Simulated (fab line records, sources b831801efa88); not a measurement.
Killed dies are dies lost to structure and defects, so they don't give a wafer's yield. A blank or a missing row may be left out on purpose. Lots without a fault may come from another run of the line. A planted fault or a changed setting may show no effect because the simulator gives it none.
Which tool did it? | flow sky130 | 24 lots, 72 wafers sampled, at 5 steps of a route of 708

WHAT THE GAUGES READ, wafer by wafer
SKY_SD_P_OVL_MEAS_08.
lot  | measured     | on         | SD_P_OVL (nm)
L074 | day 25 16:32 | overlay-01 | 2.0 0.8 1.5
L075 | day 26 03:45 | overlay-02 | -1.0 -1.8 0.4
L076 | day 26 06:53 | overlay-02 | -2.3 -2.4 -0.9
L077 | day 26 18:44 | overlay-02 | 0.4 0.1 0.4
L078 | day 26 20:06 | overlay-01 | -1.0 -2.3 -1.5
L079 | day 27 04:13 | overlay-01 | 2.7 2.8 -0.4
L080 | day 27 12:52 | overlay-01 | 0.1 1.6 -0.6
L081 | day 27 19:33 | overlay-01 | -0.2 2.4 1.7
L082 | day 28 00:39 | overlay-01 | -1.0 -3.0 0.5
L083 | day 28 14:18 | overlay-02 | -1.1 -2.0 -0.2
L084 | day 29 01:14 | overlay-01 | -1.9 -0.5 -0.8
L085 | day 29 06:00 | overlay-01 | -0.5 0.1 0.4
L086 | day 29 22:09 | overlay-02 | -2.0 -2.2 -1.5
L087 | day 30 04:57 | overlay-01 | -0.3 0.1 2.3
L088 | day 30 09:09 | overlay-02 | -0.9 0.6 0.2
L091 | day 31 01:45 | overlay-02 | -3.1 -1.6 -1.5
L090 | day 31 02:39 | overlay-01 | -1.4 -2.3 -2.6
L089 | day 31 03:26 | overlay-01 | 0.5 -0.1 1.5
L092 | day 32 09:18 | overlay-01 | 1.2 -0.2 -0.6
L093 | day 32 09:57 | overlay-02 | -1.8 -3.0 -0.8
L094 | day 32 10:52 | overlay-01 | -1.6 0.1 -0.3
L095 | day 32 12:03 | overlay-01 | 0.4 0.9 0.9
L096 | day 32 14:23 | overlay-02 | 1.5 0.9 0.6
L097 | day 32 21:32 | overlay-01 | -2.2 -1.9 -1.9

SKY_LI_CONTACT_BOW_MEAS_03.
lot  | measured     | on            | LI_CONTACT_BOW (um)
L074 | day 28 01:49 | film_metro-01 | 59 72 65
L075 | day 28 12:09 | film_metro-03 | 54 63 57
L076 | day 28 16:17 | film_metro-03 | 57 65 59
L077 | day 29 03:15 | film_metro-02 | 64 59 50
L078 | day 29 04:49 | film_metro-03 | 54 55 59
L079 | day 29 13:47 | film_metro-01 | 65 55 58
L080 | day 29 22:29 | film_metro-02 | 63 58 51
L081 | day 30 04:46 | film_metro-01 | 57 51 53
L082 | day 30 09:40 | film_metro-01 | 61 60 54
L083 | day 30 22:57 | film_metro-03 | 64 64 51
L084 | day 31 09:15 | film_metro-02 | 48 55 53
L085 | day 31 15:18 | film_metro-01 | 66 43 51
L086 | day 32 06:00 | film_metro-02 | 48 55 50
L087 | day 32 13:58 | film_metro-03 | 40 63 71
L088 | day 32 18:02 | film_metro-02 | 57 47 63
L091 | day 33 09:10 | film_metro-03 | 64 50 48
L090 | day 33 10:19 | film_metro-02 | 51 54 62
L089 | day 33 11:23 | film_metro-03 | 51 58 48
L092 | day 34 16:37 | film_metro-03 | 53 65 63
L093 | day 34 17:13 | film_metro-03 | 63 48 61
L094 | day 34 17:22 | film_metro-01 | 51 48 50
L095 | day 34 18:25 | film_metro-03 | 58 57 63
L096 | day 34 19:16 | film_metro-02 | 64 44 59
L097 | day 35 03:57 | film_metro-01 | 56 49 60

SKY_LI_CONTACT_OVL_MEAS_13.
lot  | measured     | on         | LI_CONTACT_OVL (nm)
L074 | day 29 05:37 | overlay-01 | -2 -1 -5
L075 | day 29 15:56 | overlay-02 | -4 -7 -5
L076 | day 29 19:53 | overlay-02 | -9 -14 -7
L077 | day 30 06:23 | overlay-01 | 11 4 11
L078 | day 30 08:33 | overlay-01 | 12 2 0
L079 | day 30 16:08 | overlay-02 | 1 5 1
L080 | day 31 02:40 | overlay-02 | -10 -8 2
L081 | day 31 08:14 | overlay-02 | 1 1 -2
L082 | day 31 13:59 | overlay-01 | -8 -5 -4
L083 | day 32 01:54 | overlay-02 | -1 -5 -10
L084 | day 32 12:59 | overlay-01 | 0 2 -1
L085 | day 32 18:18 | overlay-02 | -3 -3 1
L086 | day 33 07:35 | overlay-02 | 0 -2 -3
L087 | day 33 15:02 | overlay-02 | -8 -6 -4
L088 | day 33 19:56 | overlay-02 | -2 13 9
L091 | day 34 11:57 | overlay-01 | 13 3 14
L090 | day 34 12:15 | overlay-01 | 7 1 -1
L089 | day 34 13:49 | overlay-01 | -4 -3 -10
L092 | day 35 19:48 | overlay-01 | -7 5 -3
L093 | day 35 20:13 | overlay-02 | -2 -8 -2
L094 | day 35 20:51 | overlay-01 | -5 6 1
L095 | day 35 21:30 | overlay-02 | 0 -1 3
L096 | day 35 22:09 | overlay-01 | -4 0 0
L097 | day 36 06:54 | overlay-01 | 0 -4 0

WHICH TOOL RAN EACH LOT (tool, then ch and the chambers of the sampled wafers, then the start)
lot  | SKY_LDD_P_STRIP_10                   | SKY_POLY_CUT_ETCH_10
L074 | plasma_asher-03 ch 0,1, day 19 03:52 | rie_diel-01 ch 1,3, day 24 09:49
L075 | plasma_asher-02 ch 0,1, day 19 18:52 | rie_diel-01 ch 1,3, day 24 21:37
L076 | plasma_asher-03 ch 0, day 19 19:35   | rie_diel-04 ch 0,3, day 25 00:49
L077 | plasma_asher-04 ch 0,1, day 20 10:01 | rie_diel-01 ch 0,1,3, day 25 14:19
L078 | plasma_asher-02 ch 1, day 20 10:19   | rie_diel-02 ch 1,3, day 25 15:40
L079 | plasma_asher-03 ch 0,1, day 20 19:29 | rie_diel-02 ch 0,1,2, day 26 00:04
L080 | plasma_asher-02 ch 0,1, day 21 05:57 | rie_diel-01 ch 0,2,3, day 26 09:40
L081 | plasma_asher-03 ch 1, day 21 13:19   | rie_diel-02 ch 0,1,2, day 26 15:46
L082 | plasma_asher-02 ch 0,1, day 21 20:01 | rie_diel-01 ch 0,1,2, day 26 22:13
L083 | plasma_asher-04 ch 0,1, day 22 11:05 | rie_diel-02 ch 0,1,2, day 27 10:19
L084 | plasma_asher-02 ch 0,1, day 22 23:55 | rie_diel-02 ch 0,1,3, day 27 21:32
L085 | plasma_asher-02 ch 0,1, day 23 01:58 | rie_diel-02 ch 1,3, day 28 02:07
L086 | plasma_asher-03 ch 0,1, day 23 20:01 | rie_diel-02 ch 0,2,3, day 28 17:41
L087 | plasma_asher-02 ch 0,1, day 24 05:34 | rie_diel-04 ch 1,3, day 29 02:25
L088 | plasma_asher-03 ch 0,1, day 24 09:29 | rie_diel-01 ch 1,2, day 29 05:16
L091 | plasma_asher-04 ch 0,1, day 25 01:16 | rie_diel-04 ch 0,2,3, day 29 21:53
L090 | plasma_asher-04 ch 0,1, day 25 02:02 | rie_diel-02 ch 0,3, day 29 22:50
L089 | plasma_asher-03 ch 0,1, day 25 03:14 | rie_diel-01 ch 1,2,3, day 29 23:01
L092 | plasma_asher-03 ch 0,1, day 26 11:32 | rie_diel-04 ch 1,2,3, day 31 04:52
L093 | plasma_asher-04 ch 0,1, day 26 14:16 | rie_diel-01 ch 0,2,3, day 31 06:10
L094 | plasma_asher-03 ch 0,1, day 26 14:34 | rie_diel-02 ch 1,2,3, day 31 07:07
L095 | plasma_asher-03 ch 0,1, day 26 15:34 | rie_diel-04 ch 0,1, day 31 08:40
L096 | plasma_asher-03 ch 0,1, day 26 20:52 | rie_diel-01 ch 0,1,3, day 31 11:37
L097 | plasma_asher-03 ch 0,1, day 27 00:48 | rie_diel-02 ch 0,1,2, day 31 17:50
- SKY_LDD_P_STRIP_10: strips in O2/N2.
- SKY_POLY_CUT_ETCH_10: etches BARC in N2/H2, stops on SiO2, time 45.9 s, target depth 60 nm.

WHAT THE TOOLS THEMSELVES READ (means of the sampled wafers that have a number; where no wafer has one, the mark that the record gives instead)
SKY_LDD_P_STRIP_10.
lot  | tool            | drypump_motor_current_A (A) | oes_product_au (a.u.) | strip_time_to_endpoint_s (s)
L074 | plasma_asher-03 | 5.6                         | 0.708                 | 13.99
L075 | plasma_asher-02 | 5.9                         | 0.715                 | 13.92
L076 | plasma_asher-03 | 5.8                         | 0.715                 | 14.08
L077 | plasma_asher-04 | 6.2                         | 0.715                 | 13.97
L078 | plasma_asher-02 | 5.5                         | 0.716                 | 14.00
L079 | plasma_asher-03 | 5.7                         | 0.720                 | 13.97
L080 | plasma_asher-02 | 5.9                         | 0.720                 | 13.96
L081 | plasma_asher-03 | 5.6                         | 0.722                 | 14.00
L082 | plasma_asher-02 | 6.4                         | 0.715                 | 13.99
L083 | plasma_asher-04 | 6.0                         | 0.714                 | 13.95
L084 | plasma_asher-02 | 6.4                         | 0.718                 | 14.00
L085 | plasma_asher-02 | 5.9                         | 0.714                 | 14.05
L086 | plasma_asher-03 | 5.7                         | 0.715                 | 13.94
L087 | plasma_asher-02 | 5.9                         | 0.717                 | 14.00
L088 | plasma_asher-03 | 5.7                         | 0.715                 | 13.96
L091 | plasma_asher-04 | 6.3                         | 0.712                 | 14.03
L090 | plasma_asher-04 | 6.3                         | 0.712                 | 14.03
L089 | plasma_asher-03 | 5.6                         | 0.717                 | 14.00
L092 | plasma_asher-03 | 5.7                         | 0.715                 | 13.95
L093 | plasma_asher-04 | 6.0                         | 0.717                 | 13.98
L094 | plasma_asher-03 | 5.7                         | 0.715                 | 14.01
L095 | plasma_asher-03 | 5.7                         | 0.714                 | 14.01
L096 | plasma_asher-03 | 5.6                         | 0.716                 | 13.95
L097 | plasma_asher-03 | 5.7                         | 0.716                 | 14.07

SKY_POLY_CUT_ETCH_10.
lot  | tool        | drypump_motor_current_A (A) | oes_product_au (a.u.) | rf_fwd_power_W (W) | throttle_valve_pct (%)
L074 | rie_diel-01 | 5.7                         | 0.857                 | 494.8              | 13.230
L075 | rie_diel-01 | 5.8                         | 0.857                 | 493.5              | 13.226
L076 | rie_diel-04 | 6.3                         | 0.856                 | 496.2              | 13.222
L077 | rie_diel-01 | 5.7                         | 0.853                 | 494.5              | 13.225
L078 | rie_diel-02 | 5.1                         | 0.859                 | 493.9              | 13.223
L079 | rie_diel-02 | 5.3                         | 0.854                 | 496.4              | 13.221
L080 | rie_diel-01 | 5.6                         | 0.852                 | 494.1              | 13.227
L081 | rie_diel-02 | 5.3                         | 0.856                 | 496.0              | 13.223
L082 | rie_diel-01 | 5.5                         | 0.853                 | 493.5              | 13.225
L083 | rie_diel-02 | 5.3                         | 0.856                 | 496.3              | 13.219
L084 | rie_diel-02 | 4.9                         | 0.853                 | 497.6              | 13.220
L085 | rie_diel-02 | 5.1                         | 0.849                 | 495.8              | 13.229
L086 | rie_diel-02 | 5.1                         | 0.849                 | 494.7              | 13.222
L087 | rie_diel-04 | 6.3                         | 0.852                 | 496.3              | 13.226
L088 | rie_diel-01 | 5.4                         | 0.849                 | 495.1              | 13.220
L091 | rie_diel-04 | 6.2                         | 0.857                 | 497.7              | 13.227
L090 | rie_diel-02 | 4.7                         | 0.859                 | 497.6              | 13.222
L089 | rie_diel-01 | 5.5                         | 0.850                 | 493.8              | 13.222
L092 | rie_diel-04 | 6.3                         | 0.849                 | 497.2              | 13.217
L093 | rie_diel-01 | 5.6                         | 0.851                 | 491.4              | 13.230
L094 | rie_diel-02 | 5.3                         | 0.848                 | 494.7              | 13.226
L095 | rie_diel-04 | 5.9                         | 0.862                 | 496.4              | 13.226
L096 | rie_diel-01 | 5.7                         | 0.853                 | 495.5              | 13.235
L097 | rie_diel-02 | 5.3                         | 0.862                 | 496.6              | 13.242

THE ANSWER, worked out from the rows above alone
Rule: what is usual is taken from the lots themselves. Put in order of their means at a reading, lots are off if they are a third of the lots or fewer, leave a main group of 4 or more, and stand apart from it by a gap of 3 or more times the standard deviation of the main group's means; of several such gaps the widest counts. A main group whose means are all the same, to the digits that the tables above print for the reading, isn't used. A lot without any number at a reading at which 4 lots or more have one is off too. The other lots that the step has rows for count as sound. The gauges are gone through in route order, then the tools' own readings, and for those a lot's mean is taken as printed above. The first step at which some lot is off is used, and at that step the reading that is off furthest; a lot without a number counts as furthest.
No lot is off at any reading shown: from this, nothing can be told.

WHAT THE SIMULATOR HAD PUT IN
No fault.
